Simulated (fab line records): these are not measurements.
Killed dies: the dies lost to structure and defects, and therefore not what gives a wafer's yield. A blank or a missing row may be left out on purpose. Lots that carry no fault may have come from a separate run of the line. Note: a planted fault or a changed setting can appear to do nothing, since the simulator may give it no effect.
Which of the tools did it? / flow sky130 / at 1 step of a route of 708, 11 lots with 33 wafers sampled

== WHAT EACH GAUGE READ, for each wafer ==
SKY_POLY_GATE_CD_MEAS_13 targets a cd of 150 nm.
lot=L963; measured=day 16 20:34; on=cd_sem-01; cd_nm (nm)=149.1 150.3 150.3
lot=L964; measured=day 16 20:50; on=cd_sem-01; cd_nm (nm)=150.7 149.6 149.8
lot=L967; measured=day 18 03:04; on=cd_sem-02; cd_nm (nm)=152.0 150.9 151.3
lot=L966; measured=day 18 04:04; on=cd_sem-02; cd_nm (nm)=152.4 149.8 150.7
lot=L968; measured=day 19 17:33; on=cd_sem-02; cd_nm (nm)=146.3 149.3 147.9
lot=L970; measured=day 20 18:04; on=cd_sem-02; cd_nm (nm)=150.0 149.5 149.3
lot=L978; measured=day 22 13:04; on=cd_sem-02; cd_nm (nm)=152.8 153.5 153.3
lot=L982; measured=day 23 19:10; on=cd_sem-02; cd_nm (nm)=151.9 152.1 150.6
lot=L983; measured=day 24 04:04; on=cd_sem-02; cd_nm (nm)=150.9 149.1 148.4
lot=L984; measured=day 24 10:32; on=cd_sem-01; cd_nm (nm)=146.9 147.4 146.6
lot=L985; measured=day 24 11:39; on=cd_sem-01; cd_nm (nm)=148.3 148.1 148.4

== EACH LOT AND THE TOOL THAT RAN IT (in order: tool; ch and the chambers of the sampled wafers; start) ==
Before these readings, the record contains no process step.

== WHAT THE TOOLS THEMSELVES READ (means of the sampled wafers that have a number; where no wafer has one, the mark that the record gives instead) ==
The record holds no such reading with a usual standard deviation.

== THE ANSWER, worked out from the rows above alone ==
Rule: the usual values come from the lots themselves. The widest of any qualifying gaps counts: lots, ordered by their means at a reading, are off when they make up no more than a third of the lots, leave a main group of 4 or more, and stand apart from it by 3 or more times the standard deviation of that group's means. If all means in a main group match to the digits the tables above print for the reading, that group is not used. Also off: a lot with no number at a reading for which 4 or more lots have one. Where the step has rows for the other lots, those lots are counted as sound. After the gauges, taken in route order, come the tools' own readings; for these a lot's mean is taken, as printed above. At the first step where some lot is off, the reading lying furthest off is the one used; lots without a number count as furthest.
No lot is off on any of the readings shown, so nothing can be concluded from this.

== WHAT HAD BEEN PUT IN BY THE SIMULATOR ==
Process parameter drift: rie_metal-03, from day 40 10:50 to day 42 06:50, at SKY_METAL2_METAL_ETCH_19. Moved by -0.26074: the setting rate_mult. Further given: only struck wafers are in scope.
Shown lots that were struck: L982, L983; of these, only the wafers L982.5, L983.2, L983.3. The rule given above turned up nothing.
